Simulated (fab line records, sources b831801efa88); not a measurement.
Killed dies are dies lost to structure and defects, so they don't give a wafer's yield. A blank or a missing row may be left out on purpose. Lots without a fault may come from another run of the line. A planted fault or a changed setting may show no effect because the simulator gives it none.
Chamber matching | flow sky130 | SKY_LI_CONTACT_CMP_02 on cmp-01: 4 sister chambers
The step polishes PSG. 16 wafers are shown with their chamber, then 8 later ones without.

WAFERS WITH THEIR CHAMBER
wafer  | chamber | time_to_endpoint_s (s) | motor_current_A (A) | slurry_filter_dp_kPa (kPa)
L854.2 | 3       | 33.7                   | 12.9                | 13.58
L854.5 | 0       | 30.6                   | 11.9                | 13.44
L854.6 | 1       | 35.4                   | 12.1                | 13.64
L856.2 | 3       | 36.4                   | 13.0                | 13.58
L856.3 | 0       | 30.5                   | 12.2                | 13.49
L856.4 | 1       | 33.5                   | 13.0                | 13.68
L864.3 | 1       | 33.0                   | 13.0                | 13.55
L864.4 | 3       | 35.9                   | 13.0                | 13.60
L864.6 | 3       | 34.1                   | 12.5                | 13.52
L865.1 | 3       | 33.0                   | 12.6                | 13.62
L865.4 | 0       | 29.5                   | 11.8                | 13.41
L865.6 | 1       | 32.5                   | 12.3                | 13.33
L866.1 | 0       | 29.4                   | 11.4                | 13.41
L866.2 | 2       | 27.9                   | 12.9                | 13.51
L866.4 | 1       | 30.7                   | 13.2                | 13.54
L868.2 | 3       | 30.4                   | 12.9                | 13.40

SIGNATURES (means of the wafers above)
reading              | chamber 0 | chamber 1 | chamber 2 | chamber 3 | scatter within a chamber
time_to_endpoint_s   | 30.000    | 33.020    | 27.900    | 33.917    | 1.74
motor_current_A      | 11.825    | 12.720    | 12.900    | 12.817    | 0.354
slurry_filter_dp_kPa | 13.4375   | 13.5480   | 13.5100   | 13.5500   | 0.0959
Rule: a wafer's distance from a chamber is the root of the sum, over the readings, of the square of ((its reading less the chamber's mean) divided by the reading's scatter). The wafer belongs to the nearest chamber; if the next one is less than 2 further off, it can't be placed. The scatter: the root of (the sum of the squares of (reading less its chamber's mean) over the shown wafers, divided by (wafers less chambers)).

WAFERS WITHOUT THEIR CHAMBER
wafer  | time_to_endpoint_s (s) | motor_current_A (A) | slurry_filter_dp_kPa (kPa)
L868.3 | 29.7                   | 13.4                | 13.50
L868.4 | 27.5                   | 11.3                | 13.38
L869.1 | 33.2                   | 12.7                | 13.42
L869.3 | 32.3                   | 12.1                | 13.47
L869.4 | 32.6                   | 12.8                | 13.33
L873.4 | 33.4                   | 13.5                | 13.62
L873.5 | 34.2                   | 12.2                | 13.53
L873.6 | 33.7                   | 12.9                | 13.45

WHICH CHAMBER EACH WENT THROUGH
wafer  | from the rows above               | in truth
L868.3 | can't be placed: 2 or 1 or 3      | 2
L868.4 | 0                                 | 0
L869.1 | can't be placed: 1 or 3 or 0 or 2 | 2
L869.3 | can't be placed: 0 or 1 or 3 or 2 | 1
L869.4 | can't be placed: 1 or 3 or 2 or 0 | 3
L873.4 | can't be placed: 3 or 1 or 2      | 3
L873.5 | can't be placed: 1 or 3 or 0      | 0
L873.6 | can't be placed: 3 or 1           | 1
Placed correctly: 1 of 8. Can't be placed from these rows: 7 (the true chamber is among the candidates in 7). Placed wrongly: 0.
